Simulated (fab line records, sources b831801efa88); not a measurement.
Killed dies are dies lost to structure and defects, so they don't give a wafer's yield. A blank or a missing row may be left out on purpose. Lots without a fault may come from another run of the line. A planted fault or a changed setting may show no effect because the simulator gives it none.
A struck lot beside a sound one | flow sky130 | 20 steps out of a route of 708
Sound: wafers L392.1, L392.3, L392.4. Struck: wafers L388.3, L388.4, L388.5. The cause comes at the end.
At each step with rows: each side's tool, then ch and its chambers, then its first start. Under that, the readings that differ: sound wafers | struck wafers | difference of the means | sigmas: that difference in standard deviations of wafers without a fault.
alike: readings whose means differ by less than 2 such deviations, and words and numbers that are the same on both sides. not compared: withheld readings, readings that some wafer has no value for, bounds like >300 that may hide the same value, and numbers for which the record gives no deviation and whose values overlap.
The two part at a step that has a row with sigmas, a row that says differs or no value, or rows on one side only. Numbers that don't overlap but have no deviation are shown without sigmas and don't part them. A reading that every wafer of one side lacks parts them only if that side has two wafers or more.

first, 4 steps without rows for these wafers: SKY_NWELL_SOFTBAKE_06; SKY_NWELL_EXPOSE_07 (exposes mask NWM, target cd 840 nm); SKY_NWELL_PEB_08; SKY_NWELL_DEVELOP_09 (develop time 60 s).
SKY_NWELL_OVL_MEAS_10:
  sound on overlay-02, day 10 07:34; struck on overlay-02, day 8 20:56
  reading           | sound          | struck      | difference | sigmas
  NWELL_00_OVL (nm) | -0.6 -0.9 -0.6 | 2.5 2.0 4.1 | +3.6       | +3
then, 3 steps without rows for these wafers: SKY_NWELL_IMPLANT_11; SKY_NWELL_IMPLANT_12; SKY_NWELL_IMPLANT_13.
SKY_NWELL_STRIP_14: strips in O2/N2.
  sound on plasma_asher-04 ch 0,1, day 10 08:03; struck on plasma_asher-02 ch 0,1, day 8 21:26
  alike: drypump_motor_current_A, oes_product_au, strip_time_to_endpoint_s
  not compared: rf_hours_counter_h
SKY_NWELL_TW_MEAS_15:
  sound on film_metro-02, day 10 08:09; struck on film_metro-01, day 8 21:31
  reading  | sound          | struck         | difference | sigmas
  NWELL_TW | 1826 1837 1841 | 1873 1880 1874 | +41        | +2
then, 2 steps without rows for these wafers: SKY_NWELL_DEHYDRATE_16 (time 60 s); SKY_NWELL_HMDS_17 (prime time 60 s).
SKY_NWELL_COAT_18: resist thk 3000 nm.
  sound on litho_track-01 ch 0, day 10 18:41; struck on litho_track-01, day 9 07:35
  no value came back on the struck wafers for chill_plate_temp_C (C), dispense_pressure_kPa (kPa), spin_speed_rpm (rpm); on the sound wafers chill_plate_temp_C (C) reads 23.06 22.92 22.95
then, 4 steps without rows for these wafers: SKY_NWELL_SOFTBAKE_19; SKY_NWELL_EXPOSE_20 (exposes mask NWM COMPLEMENT, target cd 840 nm); SKY_NWELL_PEB_21; SKY_NWELL_DEVELOP_22 (develop time 60 s).
SKY_NWELL_OVL_MEAS_23:
  sound on overlay-02, day 11 07:14; struck on overlay-02, day 9 18:13
  reading           | sound       | struck | difference                    | sigmas
  NWELL_01_OVL (nm) | 1.0 0.6 0.5 | - - -  | no value on the struck wafers |
then, 1 step without rows for these wafers: SKY_NWELL_IMPLANT_24.
-- the record jumps here: 40 days lie between the struck wafers' starts before and after (it left off in module NWELL and takes up again in module PAD_OPEN, whose first step shown is number 708 of the route) --
SKY_PAD_OPEN_PROBE_99:
  sound on prober-02, day 51 04:02; struck on prober-02, day 49 23:22
  reading             | sound      | struck      | difference | sigmas
  killed_at_front_end | 13 24 31   | 406 427 417 | +394       | +82
  killed_dies         | 87 100 101 | 492 492 492 | +396       | +43
  killed_on_rim       | 17 19 21   | 96 96 96    | +77        | +19
  alike: killed_at_M0_to_M3, killed_at_M4_up, killed_at_contacts, killed_at_other, killed_open, killed_short

WHERE THEY PART
First at SKY_NWELL_OVL_MEAS_10; last, within this record, at SKY_PAD_OPEN_PROBE_99.

WHY: what the simulator had put in
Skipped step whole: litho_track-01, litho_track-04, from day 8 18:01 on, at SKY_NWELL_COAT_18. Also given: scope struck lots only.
